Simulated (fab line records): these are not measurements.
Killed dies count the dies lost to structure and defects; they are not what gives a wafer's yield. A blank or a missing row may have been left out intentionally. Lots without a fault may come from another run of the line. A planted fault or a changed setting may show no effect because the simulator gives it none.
A single fault, viewed from 2 desks	flow sky130	each desk has only its own numbers; what lay behind them comes last

== AT THE METROLOGY DESK ==
Lot by lot, what the gauges showed, no matter which tool ran the lot: averages of those sampled wafers that carry a number. A lot is out of limits, marked OUT, if its mean lies more than 4 standard deviations from the usual mean; the brackets give that distance.
Columns: A = POLY_GATE_OXIDATION_THK at SKY_POLY_GATE_THK_MEAS_21, usual 4.01 nm; B = cd-nm at SKY_POLY_GATE_CD_MEAS_22, usual 150.1 nm; C = LDD_N_OVL at SKY_LDD_N_OVL_MEAS_07, usual -0.5 nm
lot	first seen here	A	B	C
L747	day 16 17:55	4.07	151.0	-1.2
L749	day 17 09:44	4.00	149.3	-1.8
L761	day 21 23:13	3.94	151.1	-1.0
L762	day 22 05:58	4.05	147.5	-2.9
L763	day 22 23:32	4.04	150.7	1.8
L766	day 24 03:54	4.02	150.4	-0.5
L769	day 24 20:18	4.10	151.3	0.8
This desk's verdict: no lot among the 7 shows anything out of limits.

== FOR THE TOOL OWNER'S DESK: implanter-03 ==
For each lot that ran on this tool, the mean over its sampled wafers that have a number, from the tool's own readings at SKY_LDD_N_IMPLANT_08. A lot is out of limits, marked OUT, if its mean lies more than 4 standard deviations from the usual mean; the brackets give that distance.
Columns: A = beam-on-s at SKY_LDD_N_IMPLANT_08, usual 9.96 s; B = end-station-pressure-torr at SKY_LDD_N_IMPLANT_08, usual 5.4e-06 Torr; C = faraday-current-uA at SKY_LDD_N_IMPLANT_08, usual 424
lot	first seen here	A	B	C
L749	day 18 15:20	10.04	5.5e-06	420
L761	day 23 05:34	11.19 (+5.8) OUT	7.9e-05 (+99 or more) OUT	369 (-6.2) OUT
L762	day 23 11:26	11.31 (+6.4) OUT	7.9e-05 (+99 or more) OUT	366 (-6.6) OUT
L763	day 24 05:26	11.23 (+6.0) OUT	8.3e-05 (+99 or more) OUT	368 (-6.4) OUT
Finding of this desk: L761, L762, L763 out of limits; the first was L761 at day 23 05:34, on beam-on-s at SKY_LDD_N_IMPLANT_08. Within limits: L749.

== BROUGHT TOGETHER ==
On L761, L762, L763, at day 23 05:34, an alarm was possible from the tool owner's desk.
Metrology desk: nothing out of limits seen.
The metrology desk holds a record of L761, L762, L763, inside its limits.
On implanter-03, each named lot ran SKY_LDD_N_IMPLANT_08.

== WHAT THE SIMULATOR HAD INSERTED ==
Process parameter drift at SKY_LDD_N_IMPLANT_08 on implanter-03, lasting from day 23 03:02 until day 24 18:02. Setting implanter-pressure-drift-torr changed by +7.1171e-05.
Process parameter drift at SKY_LDD_N_IMPLANT_08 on implanter-03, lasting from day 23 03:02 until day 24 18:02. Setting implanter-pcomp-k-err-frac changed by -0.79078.
Struck lots among those shown: L761, L762, L763.
Each desk's first reading out of limits, in hours after the fault started: the tool owner's desk, 3.
